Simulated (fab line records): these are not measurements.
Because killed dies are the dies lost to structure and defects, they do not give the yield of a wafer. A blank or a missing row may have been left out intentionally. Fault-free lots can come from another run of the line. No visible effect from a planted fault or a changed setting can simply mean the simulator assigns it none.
fab line records ; flow sky130
record: lots: 12; wafers: 36; lastDay: 50
route steps=708 shown METAL4@601 CAP2M@614 PAD_OPEN@708
lots untouched by any fault: they come from a run of this same line in which no faults occurred
startH: hours from the record's first day to the start of the lot's first wafer shown ; waitH: hours elapsed since this lot's preceding step ; " the same as in the row above ; L1.1+2: a row that stands for several wafers ; - either no value or no given start ; * or withheld: withheld ; < > ~ a bound
route shown NAME@n: NAME is a module with steps in the file, n the number in the route of the first one ; usual: mean and standard deviation over wafers with no fault ; same: alike in all rows ; chamber/n: place in a boat ; sites: readings site by site ; _std_site: standard deviation across them ; _edge_site: outer sites' mean less inner sites' ; radiusMm: how far each site lies from the wafer's centre ; mask NAME#n: copy n ; behind: the tool/chamber that last shaped the wafer ; hold: the reason the lot was held/the length of the hold in hours/how it ended ; device: transistor that didn't switch, given as n, p or np ; end of line: tests run on the same wafers once the route is complete ; for a step that has no rows: nothing shown but its recipe ; killed: dies that structure and defects cost at the first sort, which is not the same as the wafer's yield ; map: dies across one wafer; x = killed, . = not, _ = none there
set.NAME: the run value of the setting; set.NAME@STEP: its run value at that earlier step ; model.NAME: the simulator's own value behind a step, which no gauge read
route steps across a sampled set of lots; one table per step, one row per wafer
services: from which hour (startH, from the record's first day; less than 0 if before it) a tool's chamber was out of use, for how many hours, and why
== steps ==
step: SKY_METAL4_SPUTTER_03
recipe: material: Ti; targetThkNm: 5; powerW: 3000; timeS: 3.3; chamberPressurePa: 0.4
usual: chamberPressurePa: 0.4000/0.00087; throttleValvePct: 30.1/0.84
lot.wafer;tool;chamber;startH;waitH;chamberPressurePa;throttleValvePct
L440.3;pvdSputter-03;-;924.16;0.0;0.4015;29.5
L440.5;pvdSputter-03;-;924.16;0.0;0.4003;29.5
L440.6;pvdSputter-03;-;924.16;0.0;0.3999;29.3
L441.1;pvdSputter-02;-;938.48;0.0;0.4001;28.7
L441.2;pvdSputter-02;-;938.48;0.0;0.3995;30.7
L441.5;pvdSputter-02;-;938.48;0.0;0.3995;28.5
L443.1;pvdSputter-02;-;951.62;0.0;0.3999;31.1
L443.4;pvdSputter-02;-;951.62;0.0;0.4006;30.7
L443.5;pvdSputter-02;-;951.62;0.0;0.4013;30.9
L447.1;pvdSputter-02;-;984.95;0.0;0.3998;31.3
L447.4;pvdSputter-02;-;984.95;0.0;0.4006;30.7
L447.6;pvdSputter-02;-;984.95;0.0;0.3988;31.1
L448.3;pvdSputter-03;-;988.22;0.0;0.3999;30.0
L448.5;pvdSputter-03;-;988.22;0.0;0.3998;29.3
L448.6;pvdSputter-03;-;988.22;0.0;0.3982;29.4
L449.1;pvdSputter-01;-;1011.25;0.0;0.4018;29.4
L449.2;pvdSputter-01;-;1011.25;0.0;0.3991;31.2
L449.5;pvdSputter-01;-;1011.25;0.0;0.3998;30.3
L450.2;pvdSputter-03;-;1012.93;0.0;0.3995;29.3
L450.4;pvdSputter-03;-;1012.93;0.0;0.3997;29.1
L450.6;pvdSputter-03;-;1012.93;0.0;0.3990;29.2
L452.3;pvdSputter-02;-;1026.40;0.0;0.3992;28.5
L452.4;pvdSputter-02;-;1026.40;0.0;0.3990;30.1
L452.6;pvdSputter-02;-;1026.40;0.0;0.3986;28.6
L451.1;pvdSputter-02;-;1030.68;0.0;0.4005;30.3
L451.2;pvdSputter-02;-;1030.68;0.0;0.4000;31.1
L451.3;pvdSputter-02;-;1030.68;0.0;0.4005;28.8
L462.3;pvdSputter-01;-;1084.02;0.0;0.3990;29.4
L462.4;pvdSputter-01;-;1084.02;0.0;0.4015;31.0
L462.5;pvdSputter-01;-;1084.02;0.0;0.4005;30.9
L461.3;pvdSputter-02;-;1084.44;0.0;0.4001;31.1
L461.4;pvdSputter-02;-;1084.44;0.0;0.4006;30.9
L461.5;pvdSputter-02;-;1084.44;0.0;0.3989;31.3
L463.2;pvdSputter-03;-;1085.96;0.0;0.4000;29.7
L463.3;pvdSputter-03;-;1085.96;0.0;0.4000;28.9
L463.4;pvdSputter-03;-;1085.96;0.0;0.3983;30.0
step: SKY_METAL4_SPUTTER_04
recipe: material: TiN; targetThkNm: 70; powerW: 6500; timeS: 58.3; chamberPressurePa: 0.4
usual: chamberPressurePa: 0.4001/0.0009; throttleValvePct: 30.1/0.82
lot.wafer;tool;chamber;startH;waitH;chamberPressurePa;throttleValvePct
L440.3;pvdSputter-03;-;924.18;0.0;0.3994;29.3
L440.5;pvdSputter-03;-;924.18;0.0;0.4010;29.7
L440.6;pvdSputter-03;-;924.18;0.0;0.3993;29.3
L441.1;pvdSputter-02;-;938.50;0.0;0.3998;28.9
L441.2;pvdSputter-02;-;938.50;0.0;0.4013;30.3
L441.5;pvdSputter-02;-;938.50;0.0;0.3995;28.6
L443.1;pvdSputter-02;-;951.63;0.0;0.4004;31.2
L443.4;pvdSputter-02;-;951.63;0.0;0.4002;30.7
L443.5;pvdSputter-02;-;951.63;0.0;0.3997;30.6
L447.1;pvdSputter-02;-;984.97;0.0;0.4008;31.0
L447.4;pvdSputter-02;-;984.97;0.0;0.3999;30.8
L447.6;pvdSputter-02;-;984.97;0.0;0.4001;31.2
L448.3;pvdSputter-03;-;988.24;0.0;0.3993;30.1
L448.5;pvdSputter-03;-;988.24;0.0;0.4007;29.3
L448.6;pvdSputter-03;-;988.24;0.0;0.4009;29.5
L449.1;pvdSputter-01;-;1011.27;0.0;0.3995;29.5
L449.2;pvdSputter-01;-;1011.27;0.0;0.3990;31.3
L449.5;pvdSputter-01;-;1011.27;0.0;0.3988;30.3
L450.2;pvdSputter-03;-;1012.95;0.0;0.3995;29.2
L450.4;pvdSputter-03;-;1012.95;0.0;0.3994;29.3
L450.6;pvdSputter-03;-;1012.95;0.0;0.3996;29.4
L452.3;pvdSputter-02;-;1026.42;0.0;0.4001;28.5
L452.4;pvdSputter-02;-;1026.42;0.0;0.3991;30.5
L452.6;pvdSputter-02;-;1026.42;0.0;0.4005;28.9
L451.1;pvdSputter-02;-;1030.70;0.0;0.4001;30.2
L451.2;pvdSputter-02;-;1030.70;0.0;0.4002;31.2
L451.3;pvdSputter-02;-;1030.70;0.0;0.4005;29.0
L462.3;pvdSputter-01;-;1084.03;0.0;0.4000;29.3
L462.4;pvdSputter-01;-;1084.03;0.0;0.4002;30.7
L462.5;pvdSputter-01;-;1084.03;0.0;0.4000;30.8
L461.3;pvdSputter-02;-;1084.46;0.0;0.4008;31.2
L461.4;pvdSputter-02;-;1084.46;0.0;0.3988;30.7
L461.5;pvdSputter-02;-;1084.46;0.0;0.4012;31.1
L463.2;pvdSputter-03;-;1085.98;0.0;0.4003;29.8
L463.3;pvdSputter-03;-;1085.98;0.0;0.4001;29.0
L463.4;pvdSputter-03;-;1085.98;0.0;0.3989;30.1
step: SKY_CAP2M_DEVELOP_11
recipe: resist: NOVOLAK; developer: TMAH; developTimeS: 60; devTempC: 23
usual: developerTempC: 23.00/0.12
same: developTimeS: 60
lot.wafer;tool;chamber;startH;waitH;developerTempC
L440.3;lithoTrack-02;0;949.31;0.1;23.09
L440.5;lithoTrack-02;0;949.31;0.1;23.17
L440.6;lithoTrack-02;0;949.31;0.1;23.04
L441.1;lithoTrack-04;0;962.57;0.1;23.24
L441.2;lithoTrack-04;0;962.57;0.1;23.14
L441.5;lithoTrack-04;0;962.57;0.1;23.04
L443.1;lithoTrack-02;0;975.71;0.1;23.12
L443.4;lithoTrack-02;0;975.71;0.1;23.16
L443.5;lithoTrack-02;0;975.71;0.1;22.90
L447.1;lithoTrack-02;0;1008.46;0.1;22.81
L447.4;lithoTrack-02;0;1008.46;0.1;22.92
L447.6;lithoTrack-02;0;1008.46;0.1;22.99
L448.3;lithoTrack-04;0;1011.57;0.1;23.06
L448.5;lithoTrack-04;0;1011.57;0.1;23.11
L448.6;lithoTrack-04;0;1011.57;0.1;23.07
L449.1;lithoTrack-04;0;1033.72;0.1;22.95
L449.2;lithoTrack-04;0;1033.72;0.1;22.88
L449.5;lithoTrack-04;0;1033.72;0.1;22.94
L450.2;lithoTrack-04;0;1035.65;0.1;23.15
L450.4;lithoTrack-04;0;1035.65;0.1;22.86
L450.6;lithoTrack-04;0;1035.65;0.1;22.97
L452.3;lithoTrack-04;0;1047.67;0.1;22.82
L452.4;lithoTrack-04;0;1047.67;0.1;22.87
L452.6;lithoTrack-04;0;1047.67;0.1;22.95
L451.1;lithoTrack-03;0;1052.85;0.1;23.01
L451.2;lithoTrack-03;0;1052.85;0.1;22.88
L451.3;lithoTrack-03;0;1052.85;0.1;23.04
L462.3;lithoTrack-04;0;1104.22;0.1;25.16
L462.4;lithoTrack-04;0;1104.22;0.1;25.29
L462.5;lithoTrack-04;0;1104.22;0.1;25.33
L461.3;lithoTrack-04;0;1104.52;0.1;25.35
L461.4;lithoTrack-04;0;1104.52;0.1;25.21
L461.5;lithoTrack-04;0;1104.52;0.1;25.37
L463.2;lithoTrack-03;0;1105.58;0.1;23.11
L463.3;lithoTrack-03;0;1105.58;0.1;23.18
L463.4;lithoTrack-03;0;1105.58;0.1;23.08
step: SKY_CAP2M_STRIP_14
recipe: chemistry: O2/N2; powerW: 1400; pressureMtorr: 1500; platenTempC: withheld; o2FlowSccm: 3000; n2FlowSccm: 300; overashFraction: 0.5
usual: chamberPressureMTorr: 1500.0/1.2; drypumpMotorCurrentA: 5.8/0.32; oesProductAu: 0.711/0.0046; stripTimeToEndpointS: 12.58/0.05
same: overashFraction: 0.5
lot.wafer;tool;chamber;startH;waitH;chamberPressureMTorr;drypumpMotorCurrentA;oesProductAu;rfHoursCounterH;stripTimeToEndpointS
L440.3;plasmaAsher-01;0;949.56;0.1;1498.7;5.6;0.715;-;12.60
L440.5;plasmaAsher-01;0;949.56;0.1;1500.0;5.6;0.711;-;12.59
L440.6;plasmaAsher-01;1;949.56;0.1;1501.1;5.8;0.707;-;12.63
L441.1;plasmaAsher-03;1;962.83;0.1;1499.8;5.7;0.715;22;12.56
L441.2;plasmaAsher-03;0;962.83;0.1;1501.4;5.2;0.716;22;12.63
L441.5;plasmaAsher-03;1;962.83;0.1;1498.7;5.7;0.718;-;12.57
L443.1;plasmaAsher-04;0;975.97;0.1;1500.0;6.2;0.706;119;12.55
L443.4;plasmaAsher-04;0;975.97;0.1;1500.3;6.2;0.713;-;12.60
L443.5;plasmaAsher-04;0;975.97;0.1;1500.3;6.2;0.713;-;12.59
L447.1;plasmaAsher-01;0;1008.72;0.1;1497.8;5.6;0.713;58;12.57
L447.4;plasmaAsher-01;0;1008.72;0.1;1498.2;5.6;0.715;-;12.57
L447.6;plasmaAsher-01;0;1008.72;0.1;1500.3;5.6;0.702;-;12.60
L448.3;plasmaAsher-03;1;1011.82;0.1;1499.5;5.7;0.711;-;12.63
L448.5;plasmaAsher-03;0;1011.82;0.1;1499.2;5.2;0.706;-;12.63
L448.6;plasmaAsher-03;1;1011.82;0.1;1499.8;5.7;0.715;-;12.67
L449.1;plasmaAsher-04;1;1033.98;0.1;1499.5;5.8;0.703;123;12.56
L449.2;plasmaAsher-04;0;1033.98;0.1;1498.6;6.2;0.705;123;12.59
L449.5;plasmaAsher-04;1;1033.98;0.1;1500.7;5.8;0.715;-;12.58
L450.2;plasmaAsher-04;0;1035.88;0.1;1500.1;6.2;0.712;124;12.58
L450.4;plasmaAsher-04;0;1035.88;0.1;1499.6;6.2;0.719;-;12.53
L450.6;plasmaAsher-04;1;1035.88;0.1;1499.8;5.8;0.707;-;12.60
L452.3;plasmaAsher-04;0;1048.00;0.1;1499.7;6.2;0.708;-;12.54
L452.4;plasmaAsher-04;1;1048.00;0.1;1502.0;5.8;0.713;-;12.54
L452.6;plasmaAsher-04;0;1048.00;0.1;1499.5;6.2;0.713;-;12.56
L451.1;plasmaAsher-03;1;1053.12;0.1;1501.3;5.7;0.715;31;12.53
L451.2;plasmaAsher-03;0;1053.12;0.1;1503.4;5.2;0.713;31;12.50
L451.3;plasmaAsher-03;1;1053.12;0.1;1498.6;5.7;0.711;-;12.46
L462.3;plasmaAsher-03;0;1104.47;0.1;1501.3;5.1;0.706;-;12.56
L462.4;plasmaAsher-03;1;1104.47;0.1;1500.4;5.7;0.714;-;12.56
L462.5;plasmaAsher-03;0;1104.47;0.1;1502.1;5.2;0.706;-;12.53
L461.3;plasmaAsher-04;0;1104.77;0.1;1499.5;6.2;0.705;-;12.59
L461.4;plasmaAsher-04;1;1104.77;0.1;1500.6;5.8;0.712;-;12.62
L461.5;plasmaAsher-04;1;1104.77;0.1;1498.6;5.8;0.713;-;12.59
L463.2;plasmaAsher-04;0;1105.82;0.1;1501.8;6.2;0.712;4;12.64
L463.3;plasmaAsher-04;1;1105.82;0.1;1498.1;5.8;0.707;-;12.61
L463.4;plasmaAsher-04;0;1105.82;0.1;1501.4;6.2;0.704;-;12.64
step: SKY_PAD_OPEN_PROBE_99
usual: defectLimitedYield: 82.4/2; killed_at_M0_to_M3: 43/7; killed_at_M4_up: 3.3/1.8; killedAtContacts: 24/6.2; killedAtFrontEnd: 16/4.7; killedAtOther: 0.4/0.58; killedDies: 87/10; killedOpen: 47/6.4; killedShort: 39/7; sort_bin_3_pad_short: 0.9/0.35; sort_bin_5_function: 10.3/1.5; sort_bin_6_memory: 6.4/1.2; sortNPass: 406/9.9; sortYieldPct: 82.5/2
same: grossDies: 492; killedAtBackSide: 0; sort_bin_4_leakage[%]: 0; sort_bin_8_speed[%]: 0
lot.wafer;tool;chamber;startH;waitH;defectLimitedYield[%];killed_at_M0_to_M3;killed_at_M4_up;killedAtContacts;killedAtFrontEnd;killedAtOther;killedDies;killedOpen;killedShort;sort_bin_3_pad_short[%];sort_bin_5_function[%];sort_bin_6_memory[%];sortNPass;sortYieldPct[%]
L441.1;prober-02;-;1082.26;0.1;82.5;50;3;19;14;0;86;44;41;0.6;9.6;7.3;406;82.5
L441.2;prober-02;-;1082.31;0.1;83.1;43;4;16;20;0;83;45;36;0.8;9.8;6.3;409;83.1
L441.5;prober-02;-;1082.46;0.2;83.1;33;1;29;20;0;83;42;39;0.8;9.6;6.5;409;83.1
L448.3;prober-01;-;1123.50;0.2;81.3;43;1;26;20;2;92;55;36;0.4;10.2;8.1;400;81.3
L448.5;prober-01;-;1123.60;0.2;84.3;38;3;26;10;0;77;34;43;0.8;9.1;5.7;415;84.3
L448.6;prober-01;-;1123.65;0.2;82.5;31;3;37;15;0;86;54;32;0.8;9.3;7.3;406;82.5
L449.1;prober-02;-;1145.29;0.1;83.5;39;4;24;13;1;81;45;34;0.8;10.0;5.7;411;83.5
L449.2;prober-02;-;1145.34;0.1;82.1;36;0;31;20;1;88;50;37;1.4;9.6;6.9;404;82.1
L449.5;prober-02;-;1145.49;0.2;83.5;41;6;22;11;1;81;46;34;0.6;10.8;5.1;411;83.5
L450.2;prober-01;-;1147.34;0.1;86.4;45;1;13;7;1;67;41;26;0.2;6.7;6.7;425;86.4
L450.4;prober-01;-;1147.44;0.2;85.4;36;2;22;12;0;72;41;30;0.6;8.3;5.7;420;85.4
L450.6;prober-01;-;1147.54;0.2;76.8;56;4;34;20;0;114;66;48;0.8;14.2;8.1;378;76.8
L452.3;prober-02;-;1154.78;0.2;83.1;42;4;17;20;0;83;43;40;1.2;11.0;4.7;409;83.1
L452.4;prober-02;-;1154.83;0.2;83.7;33;0;31;15;1;80;37;43;1.0;10.0;5.3;412;83.7
L452.6;prober-02;-;1154.93;0.2;82.3;45;1;24;15;2;87;44;43;0.4;11.6;5.7;405;82.3
L451.1;prober-01;-;1159.30;0.1;87.2;36;0;15;12;0;63;37;26;0.4;8.7;3.7;429;87.2
L451.2;prober-01;-;1159.35;0.1;81.9;49;2;21;17;0;89;48;41;1.4;10.0;6.7;403;81.9
L451.3;prober-01;-;1159.40;0.2;82.3;50;2;19;15;1;87;49;38;0.6;10.4;6.7;405;82.3
L461.3;prober-01;-;1202.47;0.2;83.7;46;6;19;8;1;80;43;34;0.6;9.8;5.9;412;83.7
L461.4;prober-01;-;1202.52;0.2;84.3;41;4;20;11;1;77;45;32;1.0;10.8;3.9;415;84.3
L461.5;prober-01;-;1202.57;0.2;79.5;47;6;28;20;0;101;52;49;1.2;12.0;7.3;391;79.5
killed by level:class
L441.1 VIA1:geometricParticle:open=12 METAL2:geometricParticle:short=10 VIA2:geometricParticle:open=8 CONTACT:geometricParticle:open=7 FIELD_ISO:geometricParticle:open=5 VIA3:geometricParticle:open=5 METAL1:geometricParticle:short=4 LI_CONTACT:geometricParticle:open=4
L441.2 VIA1:geometricParticle:open=13 METAL2:geometricParticle:short=9 FIELD_ISO:geometricParticle:open=8 FIELD_ISO:geometricParticle:short=7 CONTACT:geometricParticle:short=5 CONTACT:geometricParticle:open=5 METAL2:geometricParticle:open=4 VIA3:geometricParticle:open=4
L441.5 CONTACT:geometricParticle:open=14 LI_CONTACT:geometricParticle:open=7 FIELD_ISO:geometricParticle:open=6 VIA1:geometricParticle:short=6 VIA1:geometricParticle:open=5 VIA2:geometricParticle:open=5 FIELD_ISO:geometricParticle:short=4 POLY_GATE:geometricParticle:short=4
L448.3 FIELD_ISO:geometricParticle:open=10 VIA1:geometricParticle:open=10 CONTACT:geometricParticle:open=8 VIA3:geometricParticle:open=8 LI_CONTACT:geometricParticle:open=6 METAL1:geometricParticle:short=5 CONTACT:geometricParticle:short=5 LI_CONTACT:geometricParticle:short=4
L448.5 LI_CONTACT:geometricParticle:short=8 LI_CONTACT:geometricParticle:open=6 METAL1:geometricParticle:short=6 CONTACT:geometricParticle:open=6 VIA1:geometricParticle:open=5 VIA2:geometricParticle:short=5 METAL3:geometricParticle:short=5 VIA3:geometricParticle:open=5
L448.6 CONTACT:geometricParticle:open=21 VIA3:geometricParticle:open=8 FIELD_ISO:geometricParticle:open=5 LI_CONTACT:geometricParticle:open=5 CONTACT:geometricParticle:short=5 VIA1:geometricParticle:short=5 FIELD_ISO:geometricParticle:short=4 VIA2:geometricParticle:open=4
L449.1 LI_CONTACT:geometricParticle:open=11 METAL2:geometricParticle:short=7 VIA1:geometricParticle:open=5 VIA2:geometricParticle:open=5 LOCAL_INTERCONNECT:geometricParticle:short=5 CONTACT:geometricParticle:open=5 VIA3:geometricParticle:open=5 METAL3:geometricParticle:short=4
L449.2 CONTACT:geometricParticle:open=12 VIA1:geometricParticle:open=9 LI_CONTACT:geometricParticle:open=8 CONTACT:geometricParticle:short=7 FIELD_ISO:geometricParticle:short=6 FIELD_ISO:geometricParticle:open=5 POLY_GATE:geometricParticle:open=5 VIA2:geometricParticle:open=5
L449.5 VIA1:geometricParticle:open=13 LI_CONTACT:geometricParticle:open=7 METAL2:geometricParticle:short=6 VIA3:geometricParticle:open=6 CONTACT:geometricParticle:short=5 CONTACT:geometricParticle:open=5 POLY_GATE:geometricParticle:open=4 VIA3:geometricParticle:short=4
L450.2 VIA1:geometricParticle:open=10 VIA3:geometricParticle:open=9 VIA2:geometricParticle:open=6 LI_CONTACT:geometricParticle:open=5 VIA1:geometricParticle:short=5 VIA3:geometricParticle:short=5 CONTACT:geometricParticle:open=4 METAL2:geometricParticle:short=4
L450.4 VIA1:geometricParticle:open=8 VIA3:geometricParticle:open=8 LI_CONTACT:geometricParticle:open=7 CONTACT:geometricParticle:open=6 FIELD_ISO:geometricParticle:open=4 VIA3:geometricParticle:short=4 CONTACT:geometricParticle:short=4 VIA1:geometricParticle:short=4
L450.6 VIA1:geometricParticle:open=13 VIA2:geometricParticle:open=11 LI_CONTACT:geometricParticle:open=11 CONTACT:geometricParticle:open=9 LOCAL_INTERCONNECT:geometricParticle:short=7 POLY_GATE:geometricParticle:short=6 METAL2:geometricParticle:short=6 FIELD_ISO:geometricParticle:open=5
L452.3 METAL1:geometricParticle:short=11 LI_CONTACT:geometricParticle:open=7 POLY_GATE:geometricParticle:short=6 POLY_GATE:geometricParticle:open=6 VIA1:geometricParticle:short=6 VIA2:geometricParticle:open=6 VIA3:geometricParticle:open=6 FIELD_ISO:geometricParticle:short=5
L452.4 LI_CONTACT:geometricParticle:open=8 CONTACT:geometricParticle:short=8 METAL1:geometricParticle:short=8 CONTACT:geometricParticle:open=7 VIA1:geometricParticle:open=7 FIELD_ISO:geometricParticle:short=5 POLY_GATE:geometricParticle:short=5 VIA2:geometricParticle:open=5
L452.6 VIA2:geometricParticle:open=9 METAL1:geometricParticle:short=9 LI_CONTACT:geometricParticle:open=8 VIA2:geometricParticle:short=7 VIA1:geometricParticle:open=6 POLY_GATE:geometricParticle:open=5 LI_CONTACT:geometricParticle:short=4 LOCAL_INTERCONNECT:geometricParticle:short=4
L451.1 VIA1:geometricParticle:open=9 VIA2:geometricParticle:open=6 METAL2:geometricParticle:short=4 LOCAL_INTERCONNECT:geometricParticle:short=4 CONTACT:geometricParticle:short=4 METAL1:geometricParticle:short=4 FIELD_ISO:geometricParticle:short=3 POLY_GATE:geometricParticle:open=3
L451.2 METAL1:geometricParticle:short=10 VIA1:geometricParticle:open=8 METAL2:geometricParticle:short=8 LI_CONTACT:geometricParticle:open=7 VIA2:geometricParticle:open=7 VIA3:geometricParticle:open=6 CONTACT:geometricParticle:open=5 FIELD_ISO:geometricParticle:short=4
L451.3 VIA1:geometricParticle:open=15 CONTACT:geometricParticle:open=9 VIA1:geometricParticle:short=6 VIA2:geometricParticle:open=6 FIELD_ISO:geometricParticle:short=4 POLY_GATE:geometricParticle:short=4 METAL1:geometricParticle:short=4 METAL3:geometricParticle:short=4
L461.3 VIA3:geometricParticle:open=9 VIA1:geometricParticle:open=9 VIA2:geometricParticle:open=6 LOCAL_INTERCONNECT:geometricParticle:short=5 CONTACT:geometricParticle:open=5 METAL1:geometricParticle:open=5 METAL2:geometricParticle:short=5 LI_CONTACT:geometricParticle:open=4
L461.4 VIA1:geometricParticle:open=10 CONTACT:geometricParticle:open=8 VIA2:geometricParticle:open=8 LI_CONTACT:geometricParticle:open=6 FIELD_ISO:geometricParticle:open=4 METAL1:geometricParticle:short=4 VIA3:geometricParticle:open=4 METAL2:geometricParticle:short=4
L461.5 CONTACT:geometricParticle:open=15 VIA2:geometricParticle:open=11 FIELD_ISO:geometricParticle:short=9 VIA1:geometricParticle:short=8 VIA1:geometricParticle:open=7 FIELD_ISO:geometricParticle:open=6 LI_CONTACT:geometricParticle:open=6 VIA3:geometricParticle:open=6
== services ==
tool;chamber;startH;hours;kind
plasmaAsher-01;-;901.30;12.1;repair
plasmaAsher-04;-;903.41;7.3;repair
pvdSputter-03;-;924.89;2.9;repair
pvdSputter-01;-;954.81;4.3;repair
plasmaAsher-01;-;965.54;11.5;repair
plasmaAsher-04;-;1007.79;15.6;pm
plasmaAsher-03;-;1020.87;14.6;pm
plasmaAsher-04;-;1055.25;9.0;pm
plasmaAsher-04;0;1055.25;9.0;ventCycle
plasmaAsher-04;1;1055.25;9.0;ventCycle
plasmaAsher-04;0;1064.25;-;clean
plasmaAsher-04;1;1064.25;-;clean
pvdSputter-02;-;1064.26;5.3;repair
pvdSputter-01;-;1093.31;1.3;repair
plasmaAsher-03;-;1101.11;2.6;repair
== key ==
firstSign: step: SKY_CAP2M_DEVELOP_11; reading: developerTempC; direction: up; sigmas: 19; usual: *; struck: *
effect none on later readings
metAt SKY_CAP2M_DEVELOP_11
struckLots L461,L462
notActingAt SKY_METAL4_SPUTTER_03,SKY_METAL4_SPUTTER_04,SKY_CAP2M_STRIP_14
onsetBetween 1047.67 1104.22
fault: kind: processParameterDrift; tool: lithoTrack-04; chamber: -; onsetH: 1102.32; steps: SKY_CAP2M_DEVELOP_11; channel: devTempC; offset: *; shape: step; endH: 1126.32; actsIn: *; stated: *
